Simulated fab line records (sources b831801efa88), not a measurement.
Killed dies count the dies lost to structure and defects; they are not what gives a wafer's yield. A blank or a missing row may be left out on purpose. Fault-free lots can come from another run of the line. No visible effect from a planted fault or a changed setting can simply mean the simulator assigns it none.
Matching of chambers + flow sky130 + rie-si-01 running SKY_POLY_GATE_ETCH_17: 4 sister chambers
The step etches poly-Si in HBr/Cl2, stops on SiO2, target depth 180 nm, time 70.5 s. 14 wafers are shown with their chamber, then 7 later ones without.

== WAFERS, EACH WITH ITS CHAMBER ==
| wafer  | chamber | oes-product-au (a.u.) | bias-w (W) | run-length-s (s) |
|--------|---------|-----------------------|------------|------------------|
| L126.1 | 1       | 0.985                 | 100.0      | 98.3             |
| L126.4 | 3       | 0.988                 | 99.8       | 98.9             |
| L126.5 | 0       | 0.987                 | 100.0      | 98.8             |
| L138.1 | 3       | 0.975                 | 99.6       | 98.9             |
| L138.5 | 3       | 0.983                 | 99.7       | 99.1             |
| L138.6 | 2       | 0.980                 | 100.2      | 99.3             |
| L140.2 | 1       | 0.983                 | 100.3      | 98.6             |
| L140.4 | 0       | 0.988                 | 100.3      | 99.0             |
| L140.6 | 2       | 0.972                 | 100.3      | 98.7             |
| L142.3 | 3       | 0.991                 | 99.8       | 98.9             |
| L142.5 | 3       | 0.988                 | 99.9       | 99.1             |
| L142.6 | 2       | 0.974                 | 100.0      | 99.0             |
| L144.1 | 2       | 0.978                 | 100.2      | 98.6             |
| L144.2 | 0       | 0.988                 | 100.1      | 99.4             |

SIGNATURES (means of the wafers above)
| reading        | chamber 0 | chamber 1 | chamber 2 | chamber 3 | scatter within a chamber |
|----------------|-----------|-----------|-----------|-----------|--------------------------|
| oes-product-au | 0.98767   | 0.98400   | 0.97600   | 0.98500   | 0.00448                  |
| bias-w         | 100.133   | 100.150   | 100.175   | 99.760    | 0.138                    |
| run-length-s   | 99.067    | 98.450    | 98.900    | 98.980    | 0.241                    |
Rule: a wafer lies at a distance from a chamber equal to the root of the sum of squares, over the readings, of (its reading less the chamber's mean, divided by the reading's scatter). If the next closest chamber is less than 2 further off than the closest, the wafer can't be placed; otherwise it belongs to the closest. The scatter is the square root of a quotient: the sum, over the shown wafers, of each reading's squared deviation from its chamber's mean, divided by wafers minus chambers.

== WAFERS WITH NO CHAMBER GIVEN ==
| wafer  | oes-product-au (a.u.) | bias-w (W) | run-length-s (s) |
|--------|-----------------------|------------|------------------|
| L144.6 | 0.978                 | 100.4      | 99.3             |
| L145.1 | 0.983                 | 99.5       | 98.4             |
| L145.4 | 0.992                 | 99.9       | 99.2             |
| L145.6 | 0.979                 | 99.6       | 98.9             |
| L146.3 | 0.973                 | 100.3      | 99.2             |
| L146.5 | 0.983                 | 100.2      | 99.1             |
| L146.6 | 0.973                 | 100.3      | 98.9             |

== THE CHAMBER EACH PASSED THROUGH ==
| wafer  | from the rows above          | in truth                   |
|--------|------------------------------|----------------------------|
| L144.6 | can't be placed: 2 or 0 or 1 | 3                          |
| L145.1 | can't be placed: 3 or 1      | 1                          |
| L145.4 | can't be placed: 0 or 3 or 1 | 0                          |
| L145.6 | 3                            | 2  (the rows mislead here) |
| L146.3 | can't be placed: 2 or 0      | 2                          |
| L146.5 | can't be placed: 0 or 2 or 1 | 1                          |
| L146.6 | 2                            | 2                          |
Placed correctly: 1 of 7. These rows do not allow placing 5 (true chamber among the candidates in 4). Placed wrongly: 1.
